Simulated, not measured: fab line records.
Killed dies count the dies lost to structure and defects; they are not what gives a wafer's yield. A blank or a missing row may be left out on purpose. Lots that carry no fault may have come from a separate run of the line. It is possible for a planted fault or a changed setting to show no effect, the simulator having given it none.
fab line records -- flow sfqLine
[record] lots = 6, wafers = 18, lastDay = 87
route steps=325 shown I0@47 M1@58 I1@73 M2@88 M8@325
lots that met no fault: from a run of the same line without faults
startH: the number of hours between the record's first day and the start of the first shown wafer of the lot -- waitH: time in hours since the lot's previous step -- " repeats the value in the row above -- L1.1+2: a single row standing in for several wafers -- - no value, or no start was given -- * or withheld: withheld -- < > ~ a bound
route shown NAME@n: names a module that has steps shown in the file, with the first one's number in the route -- usual: mean/standard deviation taken from wafers without a fault -- same: alike in all rows -- chamber/n: place in a boat -- sites: per-site readings -- _std_site: the values' standard deviation -- _edge_site: outer sites' mean less inner sites' -- radiusMm: for every site, how far away it sits from the centre of the wafer -- mask NAME#n: copy n -- behind: the tool/chamber that last shaped the wafer -- hold: cause of the lot's hold/its duration in hours/its outcome -- device: which transistor (n, p or np) failed to switch -- end of line: the route-end tests of the same wafers -- a step with no rows: only its recipe -- killed: count of dies lost to structure and defects at first sort (not the wafer's yield) -- map: shows each die of a wafer: x if killed, . if not, _ if none is there
set.NAME: the setting as run; set.NAME@STEP: as run at that earlier step -- model.NAME: the simulator's own value behind a step, which no gauge read
lots seen at some steps along the route; tables by step, rows by wafer
services: from which hour (startH, from the record's first day; less than 0 if before it) a tool's chamber was out of use, for how many hours, and why
[[steps]]
[step SFQ_TRILAYER_I0_VIA_LITHO_COAT_036]
[recipe] resist = BARC, spinRpm = 3000, resistThkNm = 62
[step SFQ_TRILAYER_I0_VIA_LITHO_COAT_031]
[recipe] resist = KrF, spinRpm = 3000, resistThkNm = 650
[step SFQ_TRILAYER_I0_VIA_LITHO_SOFTBAKE_035]
[recipe] tempC = withheld, timeS = withheld, resist = KrF
[step SFQ_TRILAYER_I0_VIA_LITHO_EXPOSE_032]
[recipe] maskId = I0, na = 0.6, sourceShape = conventional, sigmaOuter = 0.65, targetCdNm = 500, doseMj = 21.3
[step SFQ_TRILAYER_I0_VIA_LITHO_PEB_034]
[recipe] pebTempC = 115, pebTimeS = 60, resist = KrF
[step SFQ_TRILAYER_I0_VIA_LITHO_DEVELOP_033]
[recipe] timeS = 60, resist = KrF
[step SFQ_I0_OVL_MEAS_908]
[usual] I0_OVL = 0/6
lot.wafer,tool,chamber,startH,waitH,I0_OVL[nm]
L540.4,overlay-01,-,402.26,0.1,-6
L540.5,overlay-01,-,402.26,0.1,0
L540.6,overlay-01,-,402.26,0.1,-2
L550.1,overlay-01,-,531.87,0.1,-10
L550.3,overlay-01,-,531.87,0.1,-5
L550.4,overlay-01,-,531.87,0.1,-10
L551.1,overlay-01,-,536.67,0.1,3
L551.4,overlay-01,-,536.67,0.1,5
L551.6,overlay-01,-,536.67,0.1,7
L553.1,overlay-02,-,551.07,0.1,6
L553.2,overlay-02,-,551.07,0.1,10
L553.5,overlay-02,-,551.07,0.1,10
L560.1,overlay-02,-,614.90,0.1,2
L560.4,overlay-02,-,614.90,0.1,7
L560.6,overlay-02,-,614.90,0.1,2
L562.2,overlay-01,-,633.13,0.1,6
L562.4,overlay-01,-,633.13,0.1,3
L562.6,overlay-01,-,633.13,0.1,4
[step SFQ_TRILAYER_I0_VIA_BARC_OPEN_VIA_ETCH_046]
[recipe] maskMaterial = PR, chemistry = O2, targetDepthNm = 125, target = BARC, sourceW = 500, biasW = 80, pressureMtorr = 30, timeS = 41.7
[usual] drypumpMotorCurrentA = 5.8/0.55, oesProductAu = 0.685/0.0052, rfFwdPowerW = 495.0/1.8
lot.wafer,tool,chamber,startH,waitH,drypumpMotorCurrentA,oesProductAu,rfFwdPowerW,rfHoursCounterH
L540.4,rieDiel-02,0,402.28,0.0,6.0,0.688,492.0,2
L540.5,rieDiel-02,2,402.28,0.0,6.3,0.676,498.2,-
L540.6,rieDiel-02,1,402.28,0.0,4.8,0.686,495.0,-
L550.1,rieDiel-02,0,531.91,0.0,6.0,0.684,494.1,3
L550.3,rieDiel-02,3,531.91,0.0,5.7,0.678,494.9,91
L550.4,rieDiel-02,1,531.91,0.0,4.8,0.686,496.1,5
L551.1,rieDiel-01,3,536.71,0.0,6.1,0.698,497.6,48
L551.4,rieDiel-01,0,536.71,0.0,5.5,0.691,495.1,15
L551.6,rieDiel-01,1,536.71,0.0,5.0,0.689,495.4,-
L553.1,rieDiel-03,1,551.11,0.0,6.8,0.685,494.4,0
L553.2,rieDiel-03,3,551.11,0.0,5.9,0.683,497.7,65
L553.5,rieDiel-03,3,551.11,0.0,5.8,0.698,496.9,-
L560.1,rieDiel-03,1,614.94,0.0,6.8,0.691,496.2,1
L560.4,rieDiel-03,3,614.94,0.0,5.8,0.694,498.0,66
L560.6,rieDiel-03,1,614.94,0.0,6.8,0.687,496.7,-
L562.2,rieDiel-03,1,633.16,0.0,6.8,0.687,496.6,1
L562.4,rieDiel-03,0,633.16,0.0,6.1,0.691,492.0,10
L562.6,rieDiel-03,0,633.16,0.0,6.1,0.683,496.3,-
[step SFQ_TRILAYER_I0_VIA_ETCH_VIA_ETCH_034]
[recipe] target = SiO2, stopOn = Nb, maskMaterial = PR, taperDeg = 20, chemistry = CHF3, targetDepthNm = 260, sourceW = 500, biasW = 80, pressureMtorr = 30, timeS = withheld
[usual] drypumpMotorCurrentA = 5.8/0.55, oesProductAu = 0.854/0.0049, rfFwdPowerW = 498.1/1.6
lot.wafer,tool,chamber,startH,waitH,drypumpMotorCurrentA,oesProductAu,rfFwdPowerW
L540.4,rieDiel-02,0,402.32,0.0,6.0,0.848,496.0
L540.5,rieDiel-02,2,402.32,0.0,6.2,0.842,499.7
L540.6,rieDiel-02,1,402.32,0.0,4.8,0.854,498.3
L550.1,rieDiel-02,0,531.95,0.0,6.0,0.853,494.7
L550.3,rieDiel-02,3,531.95,0.0,5.7,0.858,496.7
L550.4,rieDiel-02,1,531.95,0.0,4.8,0.856,497.2
L551.1,rieDiel-01,3,536.75,0.0,6.1,0.857,498.2
L551.4,rieDiel-01,0,536.75,0.0,5.4,0.852,499.6
L551.6,rieDiel-01,1,536.75,0.0,5.0,0.852,498.8
L553.1,rieDiel-03,1,551.15,0.0,6.8,0.859,499.9
L553.2,rieDiel-03,3,551.15,0.0,5.8,0.849,498.3
L553.5,rieDiel-03,3,551.15,0.0,5.8,0.859,498.0
L560.1,rieDiel-03,1,614.98,0.0,6.8,0.857,501.3
L560.4,rieDiel-03,3,614.98,0.0,5.8,0.859,497.4
L560.6,rieDiel-03,1,614.98,0.0,6.8,0.851,498.4
L562.2,rieDiel-03,1,633.20,0.0,6.8,0.862,502.7
L562.4,rieDiel-03,0,633.20,0.0,6.2,0.849,497.1
L562.6,rieDiel-03,0,633.20,0.0,6.2,0.863,497.4
[step SFQ_TRILAYER_I0_VIA_STRIP_STRIP_035]
[recipe] gas = O2, powerW = 200, platenTempC = 40, overashFraction = 0.65, chemistry = O2, pressureMtorr = 50
[usual] drypumpMotorCurrentA = 5.61/0.29, oesProductAu = 0.998/0.0089
lot.wafer,tool,chamber,startH,waitH,drypumpMotorCurrentA,oesProductAu,rfHoursCounterH
L540.4,rieMetal-01,1,402.63,-,5.96,0.980,-
L540.5,rieMetal-01,0,402.63,-,5.24,0.978,-
L540.6,rieMetal-01,1,402.63,-,5.96,0.980,-
L550.1,rieMetal-04,0,532.06,-,5.60,1.014,39
L550.3,rieMetal-04,0,532.06,-,5.59,1.017,-
L550.4,rieMetal-04,1,532.06,-,5.63,1.009,-
L551.1,rieMetal-01,0,536.86,-,5.24,1.000,44
L551.4,rieMetal-01,0,536.86,-,5.22,1.001,-
L551.6,rieMetal-01,1,536.86,-,5.99,0.997,-
L553.1,rieMetal-04,0,551.26,-,5.60,1.004,41
L553.2,rieMetal-04,1,551.26,-,5.62,0.998,30
L553.5,rieMetal-04,0,551.26,-,5.56,0.992,-
L560.1,rieMetal-01,1,615.09,-,5.95,1.005,73
L560.4,rieMetal-01,0,615.09,-,5.23,0.992,-
L560.6,rieMetal-01,0,615.09,-,5.20,0.989,-
L562.2,rieMetal-01,0,633.31,-,5.24,0.996,59
L562.4,rieMetal-01,0,633.31,-,5.26,0.991,-
L562.6,rieMetal-01,1,633.31,-,5.96,1.002,-
[step SFQ_TRILAYER_I0_VIA_STRIP_SOLV_CLEAN_036]
[recipe] chemistry = NMP, tempC = 70, timeS = 600
[step SFQ_TRILAYER_M1_DEP_PRE_CLEAN_038]
[recipe] gas = Ar, timeS = 22.5, biasV = 250
[step SFQ_TRILAYER_M1_DEP_SPUTTER_037]
[recipe] material = Nb, basePressurePa = 1.33e-06, chamberPressurePa = 0.1333, substrateTempC = 20, resputterCathodeVoltageV = 400, targetThkNm = 200, powerW = 2000, timeS = 133.3
[usual] resputterCathodeVoltageV = 401/3.6, throttleValvePct = 30.1/0.67
lot.wafer,tool,chamber,startH,waitH,resputterCathodeVoltageV,throttleValvePct,model.Nb_of_TRILAYER_M1_DEP_SPUTTER_037.thkNm
L540.4,pvdSputter-03,-,403.24,0.0,395,30.7,200
L540.5,pvdSputter-03,-,403.24,0.0,402,31.0,198
L540.6,pvdSputter-03,-,403.24,0.0,401,30.2,201.1
L550.1,pvdSputter-05,-,532.87,0.0,398,29.5,350.3
L550.3,pvdSputter-05,-,532.87,0.0,399,30.0,201.3
L550.4,pvdSputter-05,-,532.87,0.0,395,30.5,201.7
L551.1,pvdSputter-05,-,537.67,0.0,394,29.6,348
L551.4,pvdSputter-05,-,537.67,0.0,396,29.5,199
L551.6,pvdSputter-05,-,537.67,0.0,399,29.5,198.7
L553.1,pvdSputter-04,-,552.07,0.0,400,30.7,200.5
L553.2,pvdSputter-04,-,552.07,0.0,399,29.3,200.1
L553.5,pvdSputter-04,-,552.07,0.0,396,29.1,204.9
L560.1,pvdSputter-05,-,615.90,0.0,405,30.2,202.1
L560.4,pvdSputter-05,-,615.90,0.0,401,30.3,201
L560.6,pvdSputter-05,-,615.90,0.0,401,29.3,203.8
L562.2,pvdSputter-04,-,634.12,0.0,402,30.4,203.3
L562.4,pvdSputter-04,-,634.12,0.0,400,29.2,198
L562.6,pvdSputter-04,-,634.12,0.0,406,30.7,201.9
[step SFQ_M1_RS_MEAS_909]
[recipe] thkMeasGauge = four-point-probe, reads = Nb_of_TRILAYER_M1_DEP_SPUTTER_037
[usual] M1_NB_RS = 0.889/0.0093
lot.wafer,tool,chamber,startH,waitH,M1_NB_RS[ohm/sq]
L540.4,filmMetro-04,-,403.39,0.1,0.890
L540.5,filmMetro-04,-,403.39,0.1,0.899
L540.6,filmMetro-04,-,403.39,0.1,0.885
L550.1,filmMetro-01,-,532.96,0.0,0.506
L550.3,filmMetro-01,-,532.96,0.0,0.884
L550.4,filmMetro-01,-,532.96,0.0,0.881
L551.1,filmMetro-03,-,537.76,0.0,0.509
L551.4,filmMetro-03,-,537.76,0.0,0.894
L551.6,filmMetro-03,-,537.76,0.0,0.896
L553.1,filmMetro-03,-,552.16,0.0,0.889
L553.2,filmMetro-03,-,552.16,0.0,0.891
L553.5,filmMetro-03,-,552.16,0.0,0.868
L560.1,filmMetro-03,-,615.99,0.0,0.882
L560.4,filmMetro-03,-,615.99,0.0,0.885
L560.6,filmMetro-03,-,615.99,0.0,0.874
L562.2,filmMetro-03,-,634.23,0.1,0.875
L562.4,filmMetro-03,-,634.23,0.1,0.898
L562.6,filmMetro-03,-,634.23,0.1,0.882
[step SFQ_TRILAYER_M1_LITHO_COAT_044]
[recipe] resist = BARC, spinRpm = 3000, resistThkNm = 62
[step SFQ_TRILAYER_M1_LITHO_COAT_039]
[recipe] resist = KrF, spinRpm = 3000, resistThkNm = 600
[step SFQ_TRILAYER_M1_LITHO_SOFTBAKE_043]
[recipe] tempC = withheld, timeS = withheld, resist = KrF
[step SFQ_TRILAYER_M1_LITHO_EXPOSE_040]
[recipe] maskId = M1, na = 0.6, sourceShape = conventional, sigmaOuter = 0.65, targetCdNm = 500, doseMj = 14.4
[step SFQ_TRILAYER_M1_LITHO_PEB_042]
[recipe] pebTempC = 115, pebTimeS = 60, resist = KrF
[step SFQ_TRILAYER_M1_LITHO_DEVELOP_041]
[recipe] timeS = 60, resist = KrF
[step SFQ_M1_OVL_MEAS_911]
[usual] M1_OVL = 0/5.8
lot.wafer,tool,chamber,startH,waitH,M1_OVL[nm]
L540.4,overlay-02,-,405.90,0.1,-6
L540.5,overlay-02,-,405.90,0.1,-6
L540.6,overlay-02,-,405.90,0.1,-5
L550.1,overlay-02,-,667.40,0.1,-3
L550.3,overlay-02,-,667.40,0.1,-5
L550.4,overlay-02,-,667.40,0.1,-2
L551.1,overlay-02,-,674.82,0.1,0
L551.4,overlay-02,-,674.82,0.1,7
L551.6,overlay-02,-,674.82,0.1,7
L553.1,overlay-02,-,685.62,0.1,3
L553.2,overlay-02,-,685.62,0.1,9
L553.5,overlay-02,-,685.62,0.1,3
L560.1,overlay-02,-,758.98,0.1,-7
L560.4,overlay-02,-,758.98,0.1,-9
L560.6,overlay-02,-,758.98,0.1,-6
L562.2,overlay-02,-,774.59,0.1,-2
L562.4,overlay-02,-,774.59,0.1,-2
L562.6,overlay-02,-,774.59,0.1,-1
[step SFQ_TRILAYER_M1_BARC_OPEN_METAL_ETCH_054]
[recipe] maskMaterial = PR, chemistry = O2, targetDepthNm = 125, target = BARC, icpW = 600, biasW = 80, pressureMtorr = 10, timeS = 41.7
[step SFQ_TRILAYER_M1_ETCH_METAL_ETCH_042]
[recipe] target = Nb, stopOn = SiO2, maskMaterial = PR, chemistry = Cl2/Ar, targetDepthNm = 240, icpW = 600, biasW = 80, pressureMtorr = 10, timeS = 120
[usual] drypumpMotorCurrentA = 5.6/0.52, oesProductAu = 0.894/0.0075, rfFwdPowerW = 596.9/2.1
lot.wafer,tool,chamber,startH,waitH,drypumpMotorCurrentA,oesProductAu,rfFwdPowerW,rfHoursCounterH
L540.4,rieMetal-01,1,406.16,0.2,6.0,0.900,597.5,-
L540.5,rieMetal-01,1,406.16,0.2,6.0,0.889,597.8,-
L540.6,rieMetal-01,1,406.16,0.2,6.0,0.901,597.4,-
L550.1,rieMetal-03,0,667.49,0.0,6.2,1.008,596.2,27
L550.3,rieMetal-03,1,667.49,0.0,4.8,0.896,596.3,-
L550.4,rieMetal-03,0,667.49,0.0,6.2,0.902,596.9,-
L551.1,rieMetal-03,1,674.92,0.0,4.8,1.009,596.3,137
L551.4,rieMetal-03,0,674.92,0.0,6.1,0.889,593.7,-
L551.6,rieMetal-03,1,674.92,0.0,4.8,0.890,597.4,-
L553.1,rieMetal-03,0,685.72,0.0,6.1,0.894,595.9,30
L553.2,rieMetal-03,1,685.72,0.0,4.8,0.893,597.4,139
L553.5,rieMetal-03,1,685.72,0.0,4.8,0.903,598.4,-
L560.1,rieMetal-04,1,759.08,0.0,5.7,0.896,593.6,57
L560.4,rieMetal-04,1,759.08,0.0,5.7,0.902,592.1,-
L560.6,rieMetal-04,1,759.08,0.0,5.6,0.908,593.7,-
L562.2,rieMetal-03,0,774.68,0.0,6.1,0.898,596.7,43
L562.4,rieMetal-03,1,774.68,0.0,4.8,0.889,597.2,-
L562.6,rieMetal-03,0,774.68,0.0,6.2,0.906,596.8,-
[step SFQ_TRILAYER_M1_STRIP_STRIP_043]
[recipe] gas = O2, powerW = 200, platenTempC = 40, overashFraction = 0.65, chemistry = O2, pressureMtorr = 50
[usual] drypumpMotorCurrentA = 5.6/0.52, oesProductAu = 1.000/0.0086
lot.wafer,tool,chamber,startH,waitH,drypumpMotorCurrentA,oesProductAu,rfHoursCounterH
L540.4,rieMetal-01,1,406.89,0.7,5.9,0.988,-
L540.5,rieMetal-01,1,406.89,0.7,6.0,0.983,-
L540.6,rieMetal-01,1,406.89,0.7,6.0,0.995,-
L550.1,rieMetal-03,0,667.62,0.1,6.1,1.007,28
L550.3,rieMetal-03,1,667.62,0.1,4.8,1.001,-
L550.4,rieMetal-03,0,667.62,0.1,6.1,1.011,-
L551.1,rieMetal-03,1,675.04,0.1,4.8,1.010,137
L551.4,rieMetal-03,0,675.04,0.1,6.1,1.009,-
L551.6,rieMetal-03,1,675.04,0.1,4.8,1.009,-
L553.1,rieMetal-03,0,685.84,0.1,6.2,1.001,30
L553.2,rieMetal-03,1,685.84,0.1,4.8,1.001,139
L553.5,rieMetal-03,1,685.84,0.1,4.8,1.004,-
L560.1,rieMetal-04,1,759.21,0.1,5.7,0.991,57
L560.4,rieMetal-04,1,759.21,0.1,5.7,1.002,-
L560.6,rieMetal-04,1,759.21,0.1,5.7,0.991,-
L562.2,rieMetal-03,0,774.81,0.1,6.1,0.985,43
L562.4,rieMetal-03,1,774.81,0.1,4.8,0.995,-
L562.6,rieMetal-03,0,774.81,0.1,6.1,0.998,-
[step SFQ_TRILAYER_M1_STRIP_SOLV_CLEAN_044]
[recipe] chemistry = NMP, tempC = 70, timeS = 600
[step SFQ_TRILAYER_I1_DEP_PECVD_045]
[recipe] material = SiO2, tempC = 150, timeS = 111.11, pressureTorr = 2.4, rfW = 183.3, precursor = SiH4/N2O, targetThkNm = 500
[step SFQ_TRILAYER_I1_CMP_CMP_046]
[recipe] material = SiO2, downForcePsi = 3, platenRpm = 60, padVelocityMS = 0.94248
[step SFQ_I1_BOW_MEAS_912]
[recipe] mode = bow
[usual] I1_BOW = 3/8
lot.wafer,tool,chamber,startH,waitH,I1_BOW[um]
L540.4,filmMetro-02,-,411.78,1.6,-11
L540.5,filmMetro-02,-,411.78,1.6,-13
L540.6,filmMetro-02,-,411.78,1.6,9
L550.1,filmMetro-01,-,672.07,2.0,13
L550.3,filmMetro-01,-,672.07,2.0,17
L550.4,filmMetro-01,-,672.07,2.0,-1
L551.1,filmMetro-01,-,679.41,2.0,-11
L551.4,filmMetro-01,-,679.41,2.0,-6
L551.6,filmMetro-01,-,679.41,2.0,-3
L553.1,filmMetro-04,-,693.62,1.0,-1
L553.2,filmMetro-04,-,693.62,1.0,0
L553.5,filmMetro-04,-,693.62,1.0,-6
L560.1,filmMetro-04,-,763.66,2.5,-3
L560.4,filmMetro-04,-,763.66,2.5,1
L560.6,filmMetro-04,-,763.66,2.5,-2
L562.2,filmMetro-02,-,780.24,1.5,7
L562.4,filmMetro-02,-,780.24,1.5,11
L562.6,filmMetro-02,-,780.24,1.5,22
[step SFQ_TRILAYER_I1_METRO_MEASURE_047]
[usual] thkNm = 200.0/0.88
lot.wafer,tool,chamber,startH,waitH,thkNm
L540.4,filmMetro-02,-,412.44,0.6,200.3
L540.5,filmMetro-02,-,412.44,0.6,202.6
L540.6,filmMetro-02,-,412.44,0.6,202.3
L550.1,filmMetro-01,-,672.19,0.1,198.7
L550.3,filmMetro-01,-,672.19,0.1,199.2
L550.4,filmMetro-01,-,672.19,0.1,198.9
L551.1,filmMetro-01,-,679.53,0.1,199.7
L551.4,filmMetro-01,-,679.53,0.1,199.2
L551.6,filmMetro-01,-,679.53,0.1,199.7
L553.1,filmMetro-04,-,693.74,0.1,199.9
L553.2,filmMetro-04,-,693.74,0.1,198.8
L553.5,filmMetro-04,-,693.74,0.1,198.7
L560.1,filmMetro-04,-,763.78,0.1,201.0
L560.4,filmMetro-04,-,763.78,0.1,199.7
L560.6,filmMetro-04,-,763.78,0.1,199.5
L562.2,filmMetro-02,-,780.54,0.3,201.0
L562.4,filmMetro-02,-,780.54,0.3,200.2
L562.6,filmMetro-02,-,780.54,0.3,201.9
[step SFQ_TRILAYER_I1_VIA_LITHO_COAT_054]
[recipe] resist = BARC, spinRpm = 3000, resistThkNm = 62
[step SFQ_TRILAYER_I1_VIA_LITHO_COAT_049]
[recipe] resist = KrF, spinRpm = 3000, resistThkNm = 650
[step SFQ_TRILAYER_I1_VIA_LITHO_SOFTBAKE_053]
[recipe] tempC = withheld, timeS = withheld, resist = KrF
[step SFQ_TRILAYER_I1_VIA_LITHO_EXPOSE_050]
[recipe] maskId = I1, na = 0.6, sourceShape = conventional, sigmaOuter = 0.65, targetCdNm = 500, doseMj = 21.3
[step SFQ_TRILAYER_I1_VIA_LITHO_PEB_052]
[recipe] pebTempC = 115, pebTimeS = 60, resist = KrF
[step SFQ_TRILAYER_I1_VIA_LITHO_DEVELOP_051]
[recipe] timeS = 60, resist = KrF
[step SFQ_I1_OVL_MEAS_913]
[usual] I1_OVL = 0/5.7
lot.wafer,tool,chamber,startH,waitH,I1_OVL[nm]
L540.4,overlay-02,-,567.06,0.1,4
L540.5,overlay-02,-,567.06,0.1,4
L540.6,overlay-02,-,567.06,0.1,3
L550.1,overlay-02,-,819.11,0.1,-12
L550.3,overlay-02,-,819.11,0.1,-7
L550.4,overlay-02,-,819.11,0.1,-1
L551.1,overlay-02,-,823.71,0.1,-2
L551.4,overlay-02,-,823.71,0.1,2
L551.6,overlay-02,-,823.71,0.1,0
L553.1,overlay-02,-,834.76,0.1,-1
L553.2,overlay-02,-,834.76,0.1,-4
L553.5,overlay-02,-,834.76,0.1,-1
L560.1,overlay-01,-,905.11,0.1,-2
L560.4,overlay-01,-,905.11,0.1,5
L560.6,overlay-01,-,905.11,0.1,3
L562.2,overlay-01,-,920.97,0.1,2
L562.4,overlay-01,-,920.97,0.1,-1
L562.6,overlay-01,-,920.97,0.1,1
[step SFQ_TRILAYER_I1_VIA_BARC_OPEN_VIA_ETCH_071]
[recipe] maskMaterial = PR, chemistry = O2, targetDepthNm = 125, target = BARC, sourceW = 500, biasW = 80, pressureMtorr = 30, timeS = 41.7
[step SFQ_TRILAYER_I1_VIA_ETCH_VIA_ETCH_052]
[recipe] target = SiO2, stopOn = Nb, maskMaterial = PR, taperDeg = 20, chemistry = CHF3, targetDepthNm = 260, sourceW = 500, biasW = 80, pressureMtorr = 30, timeS = withheld
[step SFQ_TRILAYER_I1_VIA_STRIP_STRIP_053]
[recipe] gas = O2, powerW = 200, platenTempC = 40, overashFraction = 0.65, chemistry = O2, pressureMtorr = 50
[step SFQ_TRILAYER_I1_VIA_STRIP_SOLV_CLEAN_054]
[recipe] chemistry = NMP, tempC = 70, timeS = 600
[step SFQ_TRILAYER_M2_DEP_PRE_CLEAN_056]
[recipe] gas = Ar, timeS = 22.5, biasV = 250
[step SFQ_M8_BOW_MEAS_951]
[recipe] mode = bow
[usual] M8_BOW = 9/8.9
lot.wafer,tool,chamber,startH,waitH,M8_BOW[um],model.etest.m1.combLog10Ohm,model.etest.m1.ohmSq
L540.4,filmMetro-02,-,1932.43,0.1,-2,12,0.8903
L540.5,filmMetro-02,-,1932.43,0.1,-4,12,0.8996
L540.6,filmMetro-02,-,1932.43,0.1,18,12,0.8856
L550.1,filmMetro-02,-,2030.64,0.0,28,0,0.5083
L550.3,filmMetro-02,-,2030.64,0.0,33,12,0.8848
L550.4,filmMetro-02,-,2030.64,0.0,13,12,0.8828
L551.1,filmMetro-03,-,2035.47,0.0,0,0,0.5116
L551.4,filmMetro-03,-,2035.47,0.0,5,12,0.8947
L551.6,filmMetro-03,-,2035.47,0.0,6,12,0.8963
L553.1,filmMetro-04,-,2041.44,0.0,6,12,0.8879
L553.2,filmMetro-04,-,2041.44,0.0,9,12,0.8899
L553.5,filmMetro-04,-,2041.44,0.0,1,12,0.8692
L560.1,filmMetro-03,-,2069.04,0.0,13,12,0.8809
L560.4,filmMetro-03,-,2069.04,0.0,16,12,0.886
L560.6,filmMetro-03,-,2069.04,0.0,14,12,0.8736
L562.2,filmMetro-04,-,2076.27,0.0,14,12,0.8758
L562.4,filmMetro-04,-,2076.27,0.0,18,12,0.8992
L562.6,filmMetro-04,-,2076.27,0.0,29,12,0.882
[[services]]
tool,chamber,startH,hours,kind
rieDiel-03,3,379.95,3.9,repair
rieDiel-03,1,399.26,8.0,repair
rieMetal-01,0,403.58,17.5,repair
rieDiel-02,-,406.60,2.8,pm
rieDiel-03,3,435.25,4.8,repair
rieMetal-01,0,435.32,2.9,repair
rieMetal-04,0,447.78,16.8,repair
rieMetal-03,0,449.70,6.4,repair
rieMetal-04,-,459.76,2.8,pm
rieDiel-03,-,467.35,0.8,repair
rieMetal-01,1,469.18,1.5,repair
rieDiel-02,3,528.82,1.7,repair
rieMetal-01,1,566.09,3.0,repair
rieMetal-04,0,590.58,6.5,repair
rieDiel-02,2,616.22,19.5,repair
rieDiel-02,1,628.75,4.7,repair
rieMetal-01,-,637.56,1.4,pm
rieDiel-03,0,655.79,6.3,repair
rieDiel-03,-,675.55,2.8,pm
rieDiel-03,3,699.08,6.0,repair
rieDiel-03,2,700.94,7.6,repair
rieDiel-03,2,720.85,9.0,repair
rieMetal-01,-,725.69,1.1,repair
rieDiel-03,1,776.95,6.9,repair
[[key]]
[firstSign] step = SFQ_M1_RS_MEAS_909, reading = M1_NB_RS, direction = down, sigmas = 41, usual = 0.889, struck = 0.507
[effect] step = SFQ_TRILAYER_M1_ETCH_METAL_ETCH_042, reading = oesProductAu, direction = up, sigmas = 15, usual = 0.894, struck = 1.008
[modelEffect] step = SFQ_TRILAYER_M1_DEP_SPUTTER_037, value = Nb_of_TRILAYER_M1_DEP_SPUTTER_037.thkNm, without = 201.2, struck = 349.2
[modelEffect] step = SFQ_M8_BOW_MEAS_951, value = etest.m1.combLog10Ohm, without = 12, struck = 0
metAt SFQ_TRILAYER_M1_DEP_SPUTTER_037
struckWafers L550.1,L551.1
[fault] kind = processParameterDrift, tool = pvdSputter-05, chamber = -, onsetH = 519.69, steps = SFQ_TRILAYER_M1_DEP_SPUTTER_037, channel = targetThkNm, offset = 147.98, shape = step, endH = 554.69, scope = struckWafersOnly, actsIn = theseRecipesOnly, stated = 200
